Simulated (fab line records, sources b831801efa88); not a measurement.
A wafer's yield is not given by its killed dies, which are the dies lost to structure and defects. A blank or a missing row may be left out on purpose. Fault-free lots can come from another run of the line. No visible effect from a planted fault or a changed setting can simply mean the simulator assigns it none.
Which of the tools did it?    flow sky130    6 lots, 17 wafers sampled, at 1 step of a route of 708

== WHAT THE GAUGES SHOWED, per wafer ==
SKY_GATE_OXIDE_OVL_MEAS_10.
lot   measured      on          GATE_OXIDE_OVL (nm)
L633  day 14 02:35  overlay-02  -0.4 0.2 0.9
L637  day 15 12:45  overlay-02  -1.3 -0.6 -0.1
L639  day 16 04:43  overlay-01  3.5 1.6 2.5
L645  day 18 10:23  overlay-01  0.8 0.7 0.0
L650  day 20 04:14  overlay-01  0.0 0.4
L653  day 21 05:11  overlay-02  -2.3 -1.3 -1.5

== EACH LOT AND THE TOOL THAT RAN IT (in order: tool; ch and the chambers of the sampled wafers; start) ==
Before these readings, the record contains no process step.

== THE ANSWER, worked out from the rows above alone ==
Rule: the lots themselves supply what counts as usual. The widest of any qualifying gaps counts: lots, ordered by their means at a reading, are off when they make up no more than a third of the lots, leave a main group of 4 or more, and stand apart from it by 3 or more times the standard deviation of that group's means. Not used: any main group whose means are identical at the precision the tables above print for the reading. Also off: a lot with no number at a reading for which 4 or more lots have one. All remaining lots with rows at the step are treated as sound.
Nothing can be told from this: no lot is off at any reading shown.

== WHAT WAS PUT IN BY THE SIMULATOR ==
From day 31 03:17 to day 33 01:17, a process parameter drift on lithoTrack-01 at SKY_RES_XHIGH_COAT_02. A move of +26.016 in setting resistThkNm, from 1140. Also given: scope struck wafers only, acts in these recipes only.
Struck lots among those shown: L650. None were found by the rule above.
